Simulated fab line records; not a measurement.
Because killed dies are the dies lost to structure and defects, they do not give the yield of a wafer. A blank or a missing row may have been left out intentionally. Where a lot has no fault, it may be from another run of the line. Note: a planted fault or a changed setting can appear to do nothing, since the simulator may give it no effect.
The same fault as seen by 2 desks    flow sfqLine    only its own numbers are on each desk; what lay behind them is given at the end

## AT THE TOOL OWNER'S DESK: pvdSputter-04
The tool's own readings at SFQ_TRILAYER_M3_DEP_SPUTTER_073 (material Nb, target thk 200 nm, time 133.3 s): means of the sampled wafers that have a number, for each lot that ran on this tool. The brackets show how far a lot's mean lies from the usual mean; more than 4 standard deviations puts the lot out of limits, marked OUT.
Columns: A = cathodeDcPowerW at SFQ_TRILAYER_M3_DEP_SPUTTER_073, usual 2000.0 W; B = chamberPressurePa at SFQ_TRILAYER_M3_DEP_SPUTTER_073, usual 0.13329 Pa; C = throttleValvePct at SFQ_TRILAYER_M3_DEP_SPUTTER_073, usual 30.4 %
lot   first seen here  A       B        C
L904  day 40 13:41     1999.7  0.13303  31.5
L907  day 41 11:17     1999.7  0.13337  31.3
L909  day 42 12:29     2000.1  0.13334  30.8
L910  day 43 21:41     1999.9  0.13310  30.3
L914  day 44 13:17     1999.9  0.13376  30.4
L915  day 44 20:29     2000.2  0.13319  31.6
This desk's verdict: no lot among the 6 shows anything out of limits.

## THE METROLOGY DESK
Lot by lot, what the gauges showed, no matter which tool ran the lot: averages of those sampled wafers that carry a number. The brackets show how far a lot's mean lies from the usual mean; more than 4 standard deviations puts the lot out of limits, marked OUT.
Columns: A = M3_NB_RS at SFQ_M3_RS_MEAS_919, usual 0.889 ohm/sq
lot   first seen here  A
L904  day 40 13:50     0.882
L905  day 40 23:22     0.890
L907  day 41 11:22     0.888
L908  day 42 06:37     0.888
L909  day 42 12:34     0.892
L910  day 43 21:47     0.895
L914  day 44 13:25     1.333 (+61) OUT
L915  day 44 20:37     1.094 (+28) OUT
L921  day 48 05:08     0.895
L922  day 49 02:45     0.894
L924  day 50 19:59     0.886
L925  day 51 05:35     0.882
L926  day 51 08:01     0.890
L927  day 51 16:25     0.883
Finding of this desk: L914, L915 out of limits, first seen on L914 at day 44 13:25 (M3_NB_RS at SFQ_M3_RS_MEAS_919). Within limits: L904, L905, L907, L908, L909, L910, L921, L922, L924, L925, L926, L927.

## BROUGHT TOGETHER
The metrology desk could have raised an alarm at day 44 13:25, on L914, L915.
The tool owner's desk saw nothing out of limits.
The tool owner's desk has L914, L915 on record, within its limits.
The lots listed all ran SFQ_TRILAYER_M3_DEP_SPUTTER_073 on pvdSputter-04.

## WHAT THE SIMULATOR PUT IN
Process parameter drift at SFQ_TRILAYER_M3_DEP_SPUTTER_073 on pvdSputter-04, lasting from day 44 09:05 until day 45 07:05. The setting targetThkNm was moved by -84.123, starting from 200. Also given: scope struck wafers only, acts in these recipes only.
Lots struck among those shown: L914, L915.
Time in hours between the start of the fault and the first out-of-limits reading at each desk: metrology desk, 4.
